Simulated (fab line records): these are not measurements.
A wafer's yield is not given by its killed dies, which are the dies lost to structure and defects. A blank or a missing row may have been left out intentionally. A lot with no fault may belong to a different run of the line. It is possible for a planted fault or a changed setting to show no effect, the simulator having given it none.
A single fault, viewed from 2 desks :: flow gf180mcu :: each desk has only its own numbers; what lay behind them comes last

## FROM THE METROLOGY DESK
What the gauges read, lot by lot, whatever tool the lot ran on: means of the sampled wafers that have a number. Any lot whose mean is over 4 standard deviations away from the usual mean is out of limits and marked OUT; that distance is given in the brackets.
Columns: A = STI_CVD_03_THK at GF_STI_THK_MEAS_04, usual 207.6 nm; B = STI_CVD_23_THK at GF_STI_THK_MEAS_24, usual 651 nm; C = cd_nm at GF_HV_LDD_CD_MEAS_07, usual 400.6 nm
lot: L438
first seen here: day 1 13:43
A: 209.2
B: 646
C: 400.6

lot: L440
first seen here: day 1 23:34
A: 206.2
B: 648
C: 399.0

lot: L441
first seen here: day 2 09:18
A: 208.1
B: 640
C: 413.8 (+5.7) OUT

lot: L444
first seen here: day 2 21:26
A: 208.1
B: 643
C: 401.0

lot: L445
first seen here: day 3 00:35
A: 205.5
B: 655
C: 405.4

lot: L446
first seen here: day 3 05:34
A: 207.6
B: 653
C: 408.3

lot: L448
first seen here: day 3 15:34
A: 208.1
B: 647
C: 402.1

lot: L450
first seen here: day 4 02:33
A: 206.0
B: 655
C: 402.0

lot: L453
first seen here: day 4 16:34
A: 206.2
B: 652
C: 402.6

lot: L455
first seen here: day 5 03:55
A: 209.6
B: 651
C: 397.3

lot: L456
first seen here: day 5 07:34
A: 208.5
B: 644
C: 400.5

lot: L457
first seen here: day 5 13:01
A: 204.8
B: 651
C: 397.7

lot: L460
first seen here: day 6 03:34
A: 212.0
B: 651
C: 400.7
This desk's verdict: out of limits on L441, starting with L441 at day 11 04:19 (cd_nm at GF_HV_LDD_CD_MEAS_07). Within limits: L438, L440, L444, L445, L446, L448, L450, L453, L455, L456, L457, L460.

## THE TOOL OWNER'S DESK: litho_track-03
The tool's own readings at GF_HV_LDD_DEVELOP_06 (develop time 60 s): means of the sampled wafers that have a number, for each lot that ran on this tool. Any lot whose mean is over 4 standard deviations away from the usual mean is out of limits and marked OUT; that distance is given in the brackets.
Columns: A = developer_temp_C at GF_HV_LDD_DEVELOP_06, usual 22.98 C; B = exhaust_pa at GF_HV_LDD_DEVELOP_06, usual 44.8 Pa
lot: L438
first seen here: day 10 02:20
A: 22.92
B: 45.8

lot: L440
first seen here: day 10 11:48
A: 22.93
B: 44.6

lot: L441
first seen here: day 11 04:11
A: 20.72 (-23) OUT
B: 45.0

lot: L445
first seen here: day 12 01:12
A: 20.66 (-23) OUT
B: 44.6

lot: L446
first seen here: day 12 13:29
A: 20.80 (-22) OUT
B: 44.0

lot: L455
first seen here: day 15 05:05
A: 22.93
B: 44.2

lot: L456
first seen here: day 15 09:54
A: 23.12
B: 44.9

lot: L457
first seen here: day 15 17:47
A: 22.94
B: 43.6
This desk's verdict: out of limits on L441, L445, L446, starting with L441 at day 11 04:11 (developer_temp_C at GF_HV_LDD_DEVELOP_06). Within limits: L438, L440, L455, L456, L457.

## TAKEN TOGETHER
An alarm could have come from the tool owner's desk at day 11 04:11, on L441, L445, L446.
Metrology desk: alarm possible at day 11 04:19 on L441.
The metrology desk has L445, L446 on record, within its limits.
GF_HV_LDD_DEVELOP_06 was run on litho_track-03 by each of the lots named.

## WHAT THE SIMULATOR HAD INSERTED
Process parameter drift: litho_track-03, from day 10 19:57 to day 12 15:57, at GF_HV_LDD_DEVELOP_06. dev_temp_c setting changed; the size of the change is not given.
Lots struck among those shown: L441, L445, L446.
Counting hours from when the fault started, the first reading out of limits came at 8 for the tool owner's desk and at 8 for the metrology desk.
